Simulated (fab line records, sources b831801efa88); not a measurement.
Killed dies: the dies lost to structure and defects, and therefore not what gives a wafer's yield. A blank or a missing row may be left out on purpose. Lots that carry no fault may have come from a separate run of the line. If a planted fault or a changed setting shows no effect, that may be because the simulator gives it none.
Which of the tools did it? :: flow sky130 :: 18 wafers sampled from 6 lots at 1 step of a route of 708

## WHAT THE GAUGES SHOWED, per wafer
SKY_VT_ADJUST_LVTN_OVL_MEAS_18.
lot: L200
measured: day 8 22:56
on: overlay-01
VT_ADJUST_LVTN_01_OVL (nm): -1.9 -1.0 -1.0

lot: L203
measured: day 9 18:07
on: overlay-02
VT_ADJUST_LVTN_01_OVL (nm): -2.5 -1.8 -1.1

lot: L205
measured: day 10 16:03
on: overlay-01
VT_ADJUST_LVTN_01_OVL (nm): -2.6 -3.0 -1.7

lot: L207
measured: day 11 03:38
on: overlay-01
VT_ADJUST_LVTN_01_OVL (nm): -1.1 -0.5 -1.8

lot: L213
measured: day 12 18:10
on: overlay-01
VT_ADJUST_LVTN_01_OVL (nm): -1.1 -1.2 -0.3

lot: L217
measured: day 14 00:52
on: overlay-01
VT_ADJUST_LVTN_01_OVL (nm): -3.3 -3.3 -3.1

## TOOL THAT RAN EACH LOT (tool first, then ch and the chambers of the sampled wafers, then the start)
Before these readings, the record contains no process step.

## THE ANSWER, worked out from the rows above alone
Rule: what is usual is taken from the lots themselves. Put in order of their means at a reading, lots are off if they are a third of the lots or fewer, leave a main group of 4 or more, and stand apart from it by a gap of 3 or more times the standard deviation of the main group's means; of several such gaps the widest counts. A main group is skipped when, at the precision printed for the reading in the tables above, its means are all equal. Also off: a lot with no number at a reading for which 4 or more lots have one. All remaining lots with rows at the step are treated as sound.
Nothing can be told from this: no lot is off at any reading shown.

## WHAT HAD BEEN PUT IN BY THE SIMULATOR
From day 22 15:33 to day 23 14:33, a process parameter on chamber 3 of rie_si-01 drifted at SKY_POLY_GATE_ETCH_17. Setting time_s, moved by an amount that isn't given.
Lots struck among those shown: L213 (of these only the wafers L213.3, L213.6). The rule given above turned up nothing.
